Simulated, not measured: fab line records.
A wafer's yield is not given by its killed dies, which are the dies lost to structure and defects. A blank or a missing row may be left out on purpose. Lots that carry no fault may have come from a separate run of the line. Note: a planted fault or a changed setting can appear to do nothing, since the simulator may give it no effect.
One fault through the eyes of 2 desks    flow gf180mcu    only its own numbers are on each desk; what lay behind them is given at the end

THE METROLOGY DESK
Lot by lot, what the gauges showed, no matter which tool ran the lot: averages of those sampled wafers that carry a number. Marked OUT: a lot whose mean sits more than 4 standard deviations from the usual mean, which makes it out of limits; the brackets give that distance.
Columns: A = MIM_ALCU_THK at GF_MIM_THK_MEAS_11, usual 197.3 nm
lot   first seen here  A
L579  day 24 05:01     197.7
L581  day 25 00:40     192.4
L582  day 25 10:25     198.3
L584  day 26 09:01     196.0
L586  day 26 17:08     193.7
L587  day 27 04:18     193.5
L589  day 27 15:55     198.9
L590  day 28 00:48     200.2
L592  day 28 21:10     193.7
L593  day 28 23:53     196.6
L598  day 30 13:17     199.2
L600  day 30 16:12     201.3
Result from this desk: across the 12 lots, nothing is out of limits.

DESK OF THE TOOL OWNER: litho_track-02
The tool's own readings at GF_MIM_COAT_14 (resist thk 1000 nm): means of the sampled wafers that have a number, for each lot that ran on this tool. Marked OUT: a lot whose mean sits more than 4 standard deviations from the usual mean, which makes it out of limits; the brackets give that distance.
Columns: A = exhaust_pa at GF_MIM_COAT_14, usual 45.1 Pa
lot   first seen here  A
L582  day 25 20:21     44.3
L593  day 29 08:09     45.2
L598  day 30 21:42     46.0
L600  day 31 00:12     44.2
Result from this desk: across the 4 lots, nothing is out of limits.

BROUGHT TOGETHER
The metrology desk saw nothing out of limits.
The tool owner's desk saw nothing out of limits.

WHAT THE SIMULATOR HAD PUT IN
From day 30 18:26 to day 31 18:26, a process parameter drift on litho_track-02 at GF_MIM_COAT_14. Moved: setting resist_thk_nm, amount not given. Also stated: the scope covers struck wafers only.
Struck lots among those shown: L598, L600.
